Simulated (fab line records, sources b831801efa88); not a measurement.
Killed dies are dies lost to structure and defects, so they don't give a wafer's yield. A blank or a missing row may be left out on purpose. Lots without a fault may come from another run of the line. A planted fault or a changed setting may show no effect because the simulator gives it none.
fab line records | flow sky130
record lots=6 wafers=18 last_day=50
route steps=708 shown SONOS_ONO@173 GATE_OXIDE@187 POLY_GATE@204 RES_PROTECT@206 PAD_OPEN@708
lots that met no fault: from a run of the same line without faults
start_h: hours from the record's first day to the start of the lot's first wafer shown | wait_h: hours since the lot's step before | " the same as in the row above | L1.1+2: a row that stands for several wafers | - no value, or no start given | * or withheld: withheld | < > ~ a bound
route shown NAME@n: a module of which the file shows steps, and the number in the route of the first | usual: mean/standard deviation of fault-free wafers | same: alike in all rows | chamber/n: place in a boat | sites: the reading at each site | _std_site: their standard deviation | _edge_site: outer sites' mean less inner sites' | radius_mm: how far each site lies from the wafer's centre | mask NAME#n: copy n | behind: the tool/chamber that last shaped the wafer | hold: why the lot was held/for how many hours/how that ended | device: the transistor (n, p or np) that didn't switch | end of line: the same wafers' tests at the end of the route | a step without rows: its recipe alone | killed: dies lost to structure and defects at the first sort, not the wafer's yield | map: a wafer's dies, x killed, . not, _ none there
set.NAME: the setting as run; set.NAME@STEP: as run at that earlier step | model.NAME: the simulator's own value behind a step, which no gauge read
lots at some steps of the route; a table a step, a row a wafer
services: from which hour (start_h, from the record's first day; less than 0 if before it) a tool's chamber was out of use, for how many hours, and why
## steps
# step SKY_SONOS_ONO_THK_MEAS_05
# recipe reads=SiO2_of_SONOS_ONO_CVD_04
# usual SONOS_ONO_CVD_04_THK=5.76/0.12
# columns lot.wafer tool chamber start_h wait_h SONOS_ONO_CVD_04_THK[nm]
L752.1 film_metro-03 - 272.08 0.0 5.70
L752.4 " - " " 5.66
L752.5 " - " " 5.71
L755.1 film_metro-01 - 288.96 0.0 5.75
L755.3 " - " " 5.74
L755.6 " - " " 5.65
L759.1 film_metro-01 - 310.90 0.0 5.75
L759.2 " - " " 5.77
L759.5 " - " " 5.80
L760.3 film_metro-01 - 325.55 0.0 5.76
L760.5 " - " " 5.61
L760.6 " - " " 5.57
L771.2 film_metro-01 - 409.09 0.0 5.76
L771.5 " - " " 5.69
L771.6 " - " " 5.67
L772.2 film_metro-01 - 419.03 0.0 6.09
L772.3 " - " " 6.00
L772.4 " - " " 5.94
# step SKY_SONOS_ONO_DEHYDRATE_06
# recipe temp_c=200 time_s=60
# step SKY_SONOS_ONO_HMDS_07
# recipe prime_time_s=60 prime_temp_c=120
# step SKY_SONOS_ONO_COAT_08
# recipe resist=NOVOLAK spin_rpm=3000 resist_thk_nm=1140
# step SKY_SONOS_ONO_SOFTBAKE_09
# recipe temp_c=90 time_s=60 resist=NOVOLAK
# step SKY_SONOS_ONO_EXPOSE_10
# recipe mask_id=ONOM target_cd_nm=410 na=0.6 source_shape=conventional sigma_outer=0.6 dose_mj=150
# step SKY_SONOS_ONO_PEB_11
# recipe temp_c=withheld time_s=* resist=NOVOLAK
# step SKY_SONOS_ONO_DEVELOP_12
# recipe develop_time_s=60 dev_temp_c=23
# step SKY_SONOS_ONO_CD_MEAS_13
# recipe target_cd_nm=410
# usual cd_nm=410.6/2
# columns lot.wafer tool chamber start_h wait_h cd_nm
L752.1 cd_sem-01 - 299.09 2.1 414.5
L752.4 " - " " 412.4
L752.5 " - " " 410.5
L755.1 cd_sem-01 - 313.35 0.1 414.8
L755.3 " - " " 411.3
L755.6 " - " " 413.4
L759.1 cd_sem-01 - 336.21 0.1 409.2
L759.2 " - " " 410.4
L759.5 " - " " 410.3
L760.3 cd_sem-01 - 352.79 0.1 406.9
L760.5 " - " " 408.0
L760.6 " - " " 409.6
L771.2 cd_sem-02 - 438.68 0.1 411.7
L771.5 " - " " 409.9
L771.6 " - " " 410.4
L772.2 cd_sem-02 - 449.03 0.1 411.4
L772.3 " - " " 408.8
L772.4 " - " " 409.7
# step SKY_SONOS_ONO_OVL_MEAS_14
# usual SONOS_ONO_OVL=0.2/1.3
# columns lot.wafer tool chamber start_h wait_h SONOS_ONO_OVL[nm]
L752.1 overlay-02 - 299.21 0.1 1.2
L752.4 " - " " -1.3
L752.5 " - " " -0.4
L755.1 overlay-01 - 313.47 0.1 0.4
L755.3 " - " " 0.0
L755.6 " - " " -0.3
L759.1 overlay-01 - 336.33 0.1 2.4
L759.2 " - " " 1.2
L759.5 " - " " 2.9
L760.3 overlay-02 - 352.88 0.1 0.3
L760.5 " - " " 0.3
L760.6 " - " " -1.0
L771.2 overlay-02 - 438.78 0.1 -0.8
L771.5 " - " " -1.5
L771.6 " - " " -1.8
L772.2 overlay-02 - 449.14 0.1 -2.5
L772.3 " - " " -0.3
L772.4 " - " " -1.1
# step SKY_SONOS_ONO_ETCH_15
# recipe target_depth_nm=19.52 chemistry=CHF3/O2 source_w=600 bias_w=200 pressure_mtorr=40 chf3_flow_sccm=50 O2_flow_sccm=5 time_s=7.8
# usual drypump_motor_current_A=5.9/0.35 oes_product_au=0.997/0.01 throttle_valve_pct=8.826/0.0092
# columns lot.wafer tool chamber start_h wait_h drypump_motor_current_A oes_product_au rf_hours_counter_h throttle_valve_pct
L752.1 rie_diel-04 2 299.24 0.0 6.1 1.002 41 8.816
L752.4 " 0 " " 5.5 0.996 23 8.831
L752.5 " 2 " " 6.1 0.995 - 8.828
L755.1 rie_diel-01 0 313.51 0.0 5.8 0.999 3 8.816
L755.3 " 3 " " 5.4 1.002 9 8.833
L755.6 " 2 " " 5.3 0.976 - 8.816
L759.1 rie_diel-03 0 336.36 0.0 5.5 0.989 103 8.828
L759.2 " 3 " " 5.8 0.992 4 8.830
L759.5 " 2 " " 6.1 0.997 - 8.798
L760.3 rie_diel-04 1 352.91 0.0 6.4 1.002 54 8.838
L760.5 " 0 " " 5.5 0.995 - 8.828
L760.6 " 1 " " 6.4 0.992 - 8.833
L771.2 rie_diel-04 2 438.81 0.0 6.1 1.009 42 8.835
L771.5 " 3 " " 5.9 0.989 - 8.826
L771.6 " 2 " " 6.1 1.002 - 8.822
L772.2 rie_diel-01 3 449.17 0.0 5.4 0.994 12 8.821
L772.3 " 2 " " 5.3 0.963 11 8.817
L772.4 " 0 " " 5.8 1.007 5 8.836
# step SKY_SONOS_ONO_WET_ETCH_16
# recipe chemistry=dHF target_depth_nm=14 dry=n2_spin target=SiO2 dilution=100:1 temp_c=25 time_s=280
# step SKY_SONOS_ONO_STRIP_17
# recipe chemistry=O2/N2 power_w=1400 pressure_mtorr=1500 platen_temp_c=withheld o2_flow_sccm=3000 n2_flow_sccm=300 overash_fraction=0.5
# usual drypump_motor_current_A=5.7/0.46 oes_product_au=0.710/0.0045 strip_time_to_endpoint_s=14.11/0.045
# columns lot.wafer tool chamber start_h wait_h drypump_motor_current_A oes_product_au rf_hours_counter_h strip_time_to_endpoint_s
L752.1 plasma_asher-01 1 299.35 0.0 5.7 0.717 50 14.12
L752.4 " 0 " " 6.2 0.713 - 14.08
L752.5 " 0 " " 6.2 0.708 - 14.13
L755.1 plasma_asher-03 0 313.61 0.0 5.3 0.714 19 14.13
L755.3 " 0 " " 5.3 0.708 - 14.10
L755.6 " 1 " " 5.4 0.707 - 14.10
L759.1 plasma_asher-01 0 336.48 0.0 6.1 0.718 54 14.25
L759.2 " 1 " " 5.6 0.705 54 14.18
L759.5 " 1 " " 5.7 0.704 - 14.16
L760.3 plasma_asher-01 1 353.05 0.0 5.6 0.711 - 14.14
L760.5 " 0 " " 6.2 0.711 - 14.17
L760.6 " 1 " " 5.6 0.709 - 14.10
L771.2 plasma_asher-03 1 438.92 0.0 5.4 0.705 28 14.18
L771.5 " 0 " " 5.3 0.710 - 14.16
L771.6 " 1 " " 5.4 0.716 - 14.12
L772.2 plasma_asher-04 1 449.27 0.0 4.8 0.713 2 14.13
L772.3 " 1 " " 4.8 0.709 - 14.10
L772.4 " 0 " " 6.2 0.706 - 14.08
# step SKY_SONOS_ONO_WET_ETCH_18
# recipe chemistry=H3PO4 target_depth_nm=15 target=Si3N4 temp_c=160 time_s=172
# step SKY_GATE_OXIDE_CLEAN_00
# recipe chemistry=SC1/SC2 mix=1:4:20 temp_c=70 time_s=150 dry=n2_spin
# step SKY_GATE_OXIDE_OXIDATION_01
# recipe temp_c=891.3 ambient=O2 stabilise_s=600 purge_s=300 target_thk_a=102.68 ox_time_s=1473
# step SKY_GATE_OXIDE_THK_MEAS_02
# recipe reads=SiO2_of_GATE_OXIDE_OXIDATION_01
# usual GATE_OXIDE_OXIDATION_00_THK=9.25/0.24
# columns lot.wafer tool chamber start_h wait_h GATE_OXIDE_OXIDATION_00_THK[nm]
L752.1 film_metro-02 - 301.74 0.0 9.22
L752.4 " - " " 9.35
L752.5 " - " " 9.25
L755.1 film_metro-02 - 316.43 0.0 9.72
L755.3 " - " " 9.70
L755.6 " - " " 9.76
L759.1 film_metro-02 - 339.25 0.0 9.40
L759.2 " - " " 9.42
L759.5 " - " " 9.55
L760.3 film_metro-03 - 360.90 0.0 9.23
L760.5 " - " " 9.23
L760.6 " - " " 9.63
L771.2 film_metro-04 - 443.49 0.0 9.11
L771.5 " - " " 9.05
L771.6 " - " " 9.01
L772.2 film_metro-02 - 450.90 0.0 8.93
L772.3 " - " " 8.84
L772.4 " - " " 8.99
# step SKY_GATE_OXIDE_DEHYDRATE_03
# recipe temp_c=200 time_s=60
# step SKY_GATE_OXIDE_HMDS_04
# recipe prime_time_s=60 prime_temp_c=120
# step SKY_GATE_OXIDE_COAT_05
# recipe resist=NOVOLAK spin_rpm=3000 resist_thk_nm=1140
# step SKY_GATE_OXIDE_SOFTBAKE_06
# recipe temp_c=90 time_s=60 resist=NOVOLAK
# step SKY_GATE_OXIDE_EXPOSE_07
# recipe mask_id=LVOM na=0.6 source_shape=conventional sigma_outer=0.6 polarization=unpolarized target_cd_nm=600 dose_mj=170
# step SKY_GATE_OXIDE_PEB_08
# recipe temp_c=withheld time_s=* resist=NOVOLAK
# step SKY_GATE_OXIDE_DEVELOP_09
# recipe resist=NOVOLAK developer=TMAH develop_time_s=60 dev_temp_c=23
# step SKY_GATE_OXIDE_OVL_MEAS_10
# usual GATE_OXIDE_OVL=-0.4/1.5
# columns lot.wafer tool chamber start_h wait_h GATE_OXIDE_OVL[nm]
L752.1 overlay-01 - 327.26 0.1 1.4
L752.4 " - " " -1.4
L752.5 " - " " 1.6
L755.1 overlay-01 - 342.81 0.1 -2.1
L755.3 " - " " -2.3
L755.6 " - " " -1.0
L759.1 overlay-01 - 366.03 0.1 0.9
L759.2 " - " " -0.1
L759.5 " - " " -0.9
L760.3 overlay-02 - 387.42 0.1 -0.4
L760.5 " - " " -0.1
L760.6 " - " " -0.9
L771.2 overlay-02 - 474.41 0.1 -1.4
L771.5 " - " " -2.5
L771.6 " - " " -2.2
L772.2 overlay-02 - 482.11 0.1 0.7
L772.3 " - " " -2.3
L772.4 " - " " 0.8
# step SKY_GATE_OXIDE_IMPLANT_11
# recipe species=B energy_kev=10 dose_cm2=2.6e+12 tilt_deg=withheld
# step SKY_GATE_OXIDE_WET_ETCH_12
# recipe chemistry=dHF target_depth_nm=16.8 dry=n2_spin target=SiO2 dilution=100:1 temp_c=25 time_s=336
# step SKY_GATE_OXIDE_STRIP_13
# recipe chemistry=O2/N2 power_w=1400 pressure_mtorr=1500 platen_temp_c=withheld o2_flow_sccm=3000 n2_flow_sccm=300 overash_fraction=0.5
# usual drypump_motor_current_A=5.6/0.5 oes_product_au=0.716/0.0045 strip_time_to_endpoint_s=14.20/0.041
# columns lot.wafer tool chamber start_h wait_h drypump_motor_current_A oes_product_au rf_hours_counter_h strip_time_to_endpoint_s
L752.1 plasma_asher-03 1 327.55 0.0 5.4 0.720 20 14.19
L752.4 " 1 " " 5.4 0.706 - 14.24
L752.5 " 0 " " 5.3 0.723 - 14.19
L755.1 plasma_asher-04 1 343.09 0.0 4.8 0.718 67 14.22
L755.3 " 1 " " 4.8 0.716 - 14.22
L755.6 " 1 " " 4.8 0.721 - 14.26
L759.1 plasma_asher-03 0 366.31 0.0 5.3 0.710 24 14.20
L759.2 " 1 " " 5.4 0.714 24 14.18
L759.5 " 1 " " 5.4 0.720 - 14.18
L760.3 plasma_asher-04 1 387.79 0.0 4.8 0.714 - 14.27
L760.5 " 1 " " 4.8 0.711 - 14.24
L760.6 " 0 " " 6.2 0.715 - 14.25
L771.2 plasma_asher-02 1 474.69 0.0 6.1 0.716 76 14.16
L771.5 " 1 " " 6.1 0.713 - 14.16
L771.6 " 0 " " 5.8 0.717 - 14.10
L772.2 plasma_asher-02 1 482.39 0.0 6.1 0.715 77 14.20
L772.3 " 1 " " 6.1 0.703 - 14.20
L772.4 " 0 " " 5.7 0.722 - 14.22
# step SKY_GATE_OXIDE_TW_MEAS_14
# usual GATE_OXIDE_TW=222.8/2.4
# columns lot.wafer tool chamber start_h wait_h GATE_OXIDE_TW
L752.1 film_metro-04 - 327.65 0.1 221.5
L752.4 " - " " 222.1
L752.5 " - " " 220.8
L755.1 film_metro-04 - 343.19 0.1 222.1
L755.3 " - " " 222.2
L755.6 " - " " 221.6
L759.1 film_metro-04 - 366.41 0.1 222.4
L759.2 " - " " 220.0
L759.5 " - " " 221.6
L760.3 film_metro-04 - 387.88 0.1 221.2
L760.5 " - " " 221.6
L760.6 " - " " 221.3
L771.2 film_metro-02 - 474.80 0.1 219.4
L771.5 " - " " 220.5
L771.6 " - " " 220.5
L772.2 film_metro-02 - 482.50 0.1 222.7
L772.3 " - " " 222.5
L772.4 " - " " 222.4
# step SKY_GATE_OXIDE_CLEAN_15
# recipe chemistry=SC1/SC2 mix=1:4:20 temp_c=70 time_s=150 dry=n2_spin
# step SKY_GATE_OXIDE_OXIDATION_16
# recipe temp_c=800 ambient=O2 idle_temp_c=700 ramp_up_c_per_min=10 ramp_down_c_per_min=3 stabilise_s=600 purge_s=300 target_thk_a=35.7 ox_time_s=1915
# step SKY_POLY_GATE_CVD_00
# recipe material=poly-Si target_thk_nm=180 temp_c=620 time_s=720 pressure_mtorr=200
# step SKY_POLY_GATE_THK_MEAS_01
# recipe reads=poly-Si_of_POLY_GATE_CVD_00
# usual POLY_GATE_CVD_00_THK=180.9/1.7
# columns lot.wafer tool chamber start_h wait_h POLY_GATE_CVD_00_THK[nm]
L752.1 film_metro-04 - 333.57 0.0 183.4
L752.4 " - " " 182.9
L752.5 " - " " 182.4
L755.1 film_metro-04 - 351.00 0.0 181.8
L755.3 " - " " 179.4
L755.6 " - " " 180.0
L759.1 film_metro-01 - 373.78 0.0 184.3
L759.2 " - " " 183.2
L759.5 " - " " 183.6
L760.3 film_metro-04 - 392.18 0.0 181.7
L760.5 " - " " 179.7
L760.6 " - " " 181.1
L771.2 film_metro-04 - 478.25 0.0 180.3
L771.5 " - " " 178.5
L771.6 " - " " 180.4
L772.2 film_metro-04 - 485.35 0.0 180.4
L772.3 " - " " 183.1
L772.4 " - " " 181.5
# step SKY_RES_PROTECT_DEHYDRATE_00
# recipe temp_c=200 time_s=60
# step SKY_RES_PROTECT_HMDS_01
# recipe prime_time_s=60 prime_temp_c=120
# step SKY_RES_PROTECT_COAT_02
# recipe resist=NOVOLAK spin_rpm=3000 resist_thk_nm=1123
# step SKY_RES_PROTECT_SOFTBAKE_03
# recipe temp_c=90 time_s=60 resist=NOVOLAK
# step SKY_RES_PROTECT_EXPOSE_04
# recipe mask_id=RPM na=0.6 source_shape=conventional sigma_outer=0.6 polarization=unpolarized target_cd_nm=1270 dose_mj=131
# step SKY_RES_PROTECT_PEB_05
# recipe temp_c=withheld time_s=* resist=NOVOLAK
# step SKY_RES_PROTECT_DEVELOP_06
# recipe resist=NOVOLAK developer=TMAH develop_time_s=60 dev_temp_c=23
# step SKY_POLY_GATE_IMPLANT_02
# recipe species=P energy_kev=30 dose_cm2=7.7e+15 tilt_deg=0
# step SKY_RES_PROTECT_STRIP_07
# recipe chemistry=O2/N2 power_w=1400 pressure_mtorr=1500 platen_temp_c=withheld o2_flow_sccm=3000 n2_flow_sccm=300 overash_fraction=0.5
# usual drypump_motor_current_A=5.79/0.28 oes_product_au=0.516/0.0046 strip_time_to_endpoint_s=23.11/0.05
# columns lot.wafer tool chamber start_h wait_h drypump_motor_current_A oes_product_au rf_hours_counter_h strip_time_to_endpoint_s
L752.1 plasma_asher-02 1 360.38 0.1 6.08 0.519 64 23.08
L752.4 " 1 " " 6.04 0.520 - 23.03
L752.5 " 0 " " 5.75 0.516 - 23.09
L755.1 plasma_asher-02 0 377.13 0.1 5.74 0.513 66 23.10
L755.3 " 1 " " 6.08 0.515 - 23.05
L755.6 " 0 " " 5.74 0.520 - 23.03
L759.1 plasma_asher-02 0 401.98 0.1 5.77 0.515 69 23.13
L759.2 " 1 " " 6.07 0.518 69 23.12
L759.5 " 0 " " 5.79 0.513 - 23.15
L760.3 plasma_asher-01 1 422.24 0.1 5.61 0.518 - 23.15
L760.5 " 0 " " 6.15 0.516 - 23.14
L760.6 " 1 " " 5.62 0.511 - 23.10
L771.2 plasma_asher-02 0 509.90 0.1 5.74 0.517 80 23.10
L771.5 " 0 " " 5.75 0.513 - 23.09
L771.6 " 1 " " 6.15 0.517 - 23.10
L772.2 plasma_asher-02 1 516.05 0.1 6.05 0.514 80 23.11
L772.3 " 0 " " 5.76 0.510 - 23.11
L772.4 " 1 " " 6.07 0.523 - 23.09
# step SKY_PAD_OPEN_PROBE_99
# usual killed_at_M0_to_M3=43/7.1 killed_at_M4_up=3.0/1.6 killed_at_contacts=24/5.3 killed_at_front_end=16/4.1 killed_at_other=0.5/0.82 killed_dies=86/9.4 killed_on_rim=17/4.1 killed_open=46/6.9 killed_short=39/6.5
# same gross_dies=492 killed_at_back_side=0
# columns lot.wafer tool chamber start_h wait_h hold killed_at_M0_to_M3 killed_at_M4_up killed_at_contacts killed_at_front_end killed_at_other killed_dies killed_on_rim killed_open killed_short
L752.1 prober-01 - 1086.21 0.1 - 43 3 30 21 0 97 18 52 45
L752.4 prober-01 - 1086.36 0.2 - 34 1 33 18 0 86 22 44 42
L752.5 prober-01 - 1086.41 0.2 - 42 3 23 14 1 83 23 46 35
L755.1 prober-01 - 1106.52 0.1 - 45 3 23 16 0 87 16 44 43
L755.3 prober-01 - 1106.62 0.2 - 32 3 20 18 0 73 12 37 36
L755.6 prober-01 - 1106.77 0.2 - 41 4 20 16 1 82 19 41 41
L759.1 prober-01 - 1118.78 0.1 await_dispo/1.7h/release 46 3 24 56 0 129 31 50 43
L759.2 prober-01 - 1118.83 0.1 await_dispo/1.7h/release 44 2 19 14 0 79 13 38 41
L759.5 prober-01 - 1118.98 0.2 await_dispo/1.7h/release 50 2 28 12 1 93 21 47 46
L760.3 prober-02 - 1130.04 0.2 await_dispo/3.1h/release 40 5 22 12 0 79 20 46 32
L760.5 prober-02 - 1130.14 0.2 await_dispo/3.1h/release 42 2 17 53 0 114 31 36 42
L760.6 prober-02 - 1130.19 0.2 await_dispo/3.1h/release 42 2 20 15 1 80 18 31 48
L771.2 prober-01 - 1183.37 0.1 - 38 3 19 25 0 85 18 45 40
L771.5 prober-01 - 1183.52 0.2 - 31 2 24 18 0 75 11 43 32
L771.6 prober-01 - 1183.57 0.2 - 30 0 34 12 0 76 16 41 35
L772.2 prober-01 - 1190.58 0.1 - 37 5 21 13 0 76 15 34 41
L772.3 prober-01 - 1190.63 0.2 - 23 1 23 19 0 66 11 34 32
L772.4 prober-01 - 1190.68 0.2 - 36 4 22 18 0 80 22 41 39
# killed by level:class
L752.1 VIA1:geometric_particle:open=14 CONTACT:geometric_particle:short=9 LI_CONTACT:geometric_particle:open=7 METAL1:geometric_particle:short=7 FIELD_ISO:geometric_particle:short=6 CONTACT:geometric_particle:open=6 VIA2:geometric_particle:open=5 VIA3:geometric_particle:open=5
L752.4 CONTACT:geometric_particle:open=10 LOCAL_INTERCONNECT:geometric_particle:short=9 LI_CONTACT:geometric_particle:open=8 VIA1:geometric_particle:open=7 POLY_GATE:geometric_particle:short=5 VIA3:geometric_particle:open=5 METAL2:geometric_particle:short=5 FIELD_ISO:geometric_particle:open=4
L752.5 VIA1:geometric_particle:open=13 LI_CONTACT:geometric_particle:open=9 VIA2:geometric_particle:open=7 METAL1:geometric_particle:short=6 LOCAL_INTERCONNECT:geometric_particle:short=5 VIA3:geometric_particle:open=5 POLY_GATE:geometric_particle:open=4 POLY_GATE:geometric_particle:short=4
L755.1 VIA3:geometric_particle:open=9 LI_CONTACT:geometric_particle:open=7 FIELD_ISO:geometric_particle:open=6 LOCAL_INTERCONNECT:geometric_particle:short=6 VIA1:geometric_particle:open=6 METAL2:geometric_particle:short=6 FIELD_ISO:geometric_particle:short=5 VIA1:geometric_particle:short=5
L755.3 CONTACT:geometric_particle:open=8 FIELD_ISO:geometric_particle:open=6 LI_CONTACT:geometric_particle:open=6 FIELD_ISO:geometric_particle:short=5 METAL2:geometric_particle:short=5 VIA1:geometric_particle:open=4 VIA3:geometric_particle:open=4 POLY_GATE:geometric_particle:short=3
L755.6 POLY_GATE:geometric_particle:open=7 CONTACT:geometric_particle:open=7 VIA1:geometric_particle:open=7 VIA2:geometric_particle:open=6 LOCAL_INTERCONNECT:geometric_particle:short=5 VIA3:geometric_particle:short=5 METAL2:geometric_particle:short=4 CONTACT:geometric_particle:short=4
L759.1 SONOS_ONO:unspecified=36 CONTACT:geometric_particle:open=9 VIA2:geometric_particle:open=6 METAL2:geometric_particle:short=6 VIA3:geometric_particle:open=6 FIELD_ISO:geometric_particle:open=5 LI_CONTACT:geometric_particle:open=5 LOCAL_INTERCONNECT:geometric_particle:short=5
L759.2 VIA1:geometric_particle:open=8 VIA2:geometric_particle:open=7 CONTACT:geometric_particle:open=6 METAL1:geometric_particle:short=6 VIA2:geometric_particle:short=5 VIA3:geometric_particle:open=5 POLY_GATE:geometric_particle:short=4 LI_CONTACT:geometric_particle:open=4
L759.5 METAL1:geometric_particle:short=10 VIA3:geometric_particle:open=9 LI_CONTACT:geometric_particle:open=8 CONTACT:geometric_particle:open=8 LI_CONTACT:geometric_particle:short=6 VIA1:geometric_particle:open=6 METAL2:geometric_particle:short=6 VIA1:geometric_particle:short=6
L760.3 CONTACT:geometric_particle:open=8 VIA1:geometric_particle:open=8 METAL2:geometric_particle:short=7 CONTACT:geometric_particle:short=6 VIA3:geometric_particle:open=6 LI_CONTACT:geometric_particle:open=4 METAL1:geometric_particle:short=4 METAL2:geometric_particle:open=4
L760.5 SONOS_ONO:unspecified=36 VIA3:geometric_particle:open=9 VIA1:geometric_particle:open=7 FIELD_ISO:geometric_particle:open=6 METAL1:geometric_particle:short=6 VIA3:geometric_particle:short=6 FIELD_ISO:geometric_particle:short=5 POLY_GATE:geometric_particle:short=5
L760.6 VIA1:geometric_particle:open=10 POLY_GATE:geometric_particle:short=9 METAL1:geometric_particle:short=8 LOCAL_INTERCONNECT:geometric_particle:short=6 METAL2:geometric_particle:short=6 VIA1:geometric_particle:short=5 LI_CONTACT:geometric_particle:open=4 VIA2:geometric_particle:open=4
L771.2 VIA1:geometric_particle:open=10 POLY_GATE:geometric_particle:short=9 CONTACT:geometric_particle:open=8 VIA1:geometric_particle:short=7 FIELD_ISO:geometric_particle:short=6 VIA2:geometric_particle:open=6 VIA3:geometric_particle:open=6 POLY_GATE:geometric_particle:open=4
L771.5 VIA1:geometric_particle:open=11 CONTACT:geometric_particle:open=8 METAL1:geometric_particle:short=5 LI_CONTACT:geometric_particle:open=4 LI_CONTACT:geometric_particle:short=4 CONTACT:geometric_particle:short=4 FIELD_ISO:geometric_particle:open=3 FIELD_ISO:geometric_particle:short=3
L771.6 CONTACT:geometric_particle:open=13 LOCAL_INTERCONNECT:geometric_particle:short=8 VIA1:geometric_particle:open=7 POLY_GATE:geometric_particle:short=6 LI_CONTACT:geometric_particle:open=6 VIA3:geometric_particle:open=4 VIA1:geometric_particle:short=4 CONTACT:geometric_particle:short=3
L772.2 METAL2:geometric_particle:short=11 VIA1:geometric_particle:open=10 CONTACT:geometric_particle:short=7 CONTACT:geometric_particle:open=5 FIELD_ISO:geometric_particle:short=4 LI_CONTACT:geometric_particle:open=4 VIA2:geometric_particle:open=4 METAL4:geometric_particle:short=4
L772.3 POLY_GATE:geometric_particle:open=6 CONTACT:geometric_particle:open=6 FIELD_ISO:geometric_particle:short=5 FIELD_ISO:geometric_particle:open=5 CONTACT:geometric_particle:short=5 LI_CONTACT:geometric_particle:open=4 LOCAL_INTERCONNECT:geometric_particle:short=4 VIA2:geometric_particle:open=4
L772.4 VIA1:geometric_particle:open=12 CONTACT:geometric_particle:open=9 METAL2:geometric_particle:short=7 POLY_GATE:geometric_particle:open=5 POLY_GATE:geometric_particle:short=5 LI_CONTACT:geometric_particle:open=5 VIA3:geometric_particle:open=5 FIELD_ISO:geometric_particle:short=4
# map L759.1 (x killed, . not)
__________..x......._________
________x.x.....x....._______
______..x..x.....x......_____
_____..x.x..x.x.x.......x____
____..x...xxx....xx.......___
___..x...x..............xxx__
__x............x..x........x_
_..xx...x.....xxx.x....x...x.
_.x...x.......x....x..x....xx
_x..x.....x.......x.x....xxxx
_.x...................xx.xxxx
_.x.x.....x.x......x....xxxxx
_x.............x.....x.xxxxxx
_.xx..x..x..x...x.....x.xxxxx
_...x....x............x.xxxxx
__....x.........x.......xxxx_
___x.x....xx....x......xxxx__
____.........x............___
_____x...........x..x....____
______x....xx....x......_____
________..xxx..x...x.._______
__________.....x.x.._________
# map L760.5 (x killed, . not)
__________xx...x...._________
________.x.....x..xxx._______
______..x.x....x....x..x_____
_____...x.....x..........____
____....x......x......xx..___
___.....x..............x...__
__x....x................x..._
_.xx...x.xx...........x......
_x.......x....x...........x..
_....x...x..........xx.x...xx
_x.............x.......xxxxxx
_.......................xxxxx
_.....x............x...x.xxxx
_......x..x.x......x...xxxxxx
_x...x...x.........xx...xxxxx
__.x..xxx....x........x.xxxx_
___.xx......x.xx.....xx...x__
____x...x...x............x___
_____..x...x..........x..____
______..xx...x.........._____
________xx...x.x.....x_______
__________.........._________
## services
# columns tool chamber start_h hours kind
rie_diel-04 2 279.46 6.3 repair
rie_diel-04 0 303.88 7.7 repair
plasma_asher-04 - 325.20 2.8 pm
plasma_asher-04 - 336.26 1.9 repair
rie_diel-04 2 339.86 5.7 repair
rie_diel-03 2 345.38 13.6 repair
rie_diel-03 0 361.40 15.1 repair
plasma_asher-04 - 363.80 0.4 repair
rie_diel-04 0 378.32 9.7 repair
plasma_asher-03 - 384.89 34.7 repair
rie_diel-03 - 386.97 0.7 repair
rie_diel-03 3 390.82 1.6 repair
rie_diel-04 2 414.80 8.8 repair
rie_diel-04 1 415.32 3.8 repair
rie_diel-04 - 416.48 2.8 pm
plasma_asher-04 - 421.25 9.0 pm
plasma_asher-04 0 421.25 9.0 vent_cycle
plasma_asher-04 1 421.25 9.0 vent_cycle
plasma_asher-02 - 429.27 1.9 repair
rie_diel-03 - 435.60 0.4 repair
rie_diel-04 1 438.74 23.4 repair
rie_diel-01 - 457.44 0.4 repair
rie_diel-01 3 480.52 9.2 repair
plasma_asher-03 - 503.19 2.9 repair
## key
first_sign step=SKY_PAD_OPEN_PROBE_99 reading=killed_at_front_end direction=up sigmas=9.4 usual=16 struck=54
effect step=SKY_PAD_OPEN_PROBE_99 reading=killed_dies direction=up sigmas=3.8 usual=86 struck=122
met_at SKY_SONOS_ONO_STRIP_17
struck_wafers L759.1,L760.5
tester_left_out L759,L760
onset_between 299.35 336.48
fault kind=chamber_particle_source tool=plasma_asher-01 chamber=0 onset_h=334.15 steps=SKY_SONOS_ONO_STRIP_17 rate_per_visit_cm2=1.2123 end_h=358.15
# tester_left_out: of these lots the tester's yield and bins aren't shown, on N5 and GAA mostly nor the transistor test; their killed dies are dies lost to structure and defects alone, not to doping, threshold or leakage, so they don't give the yield
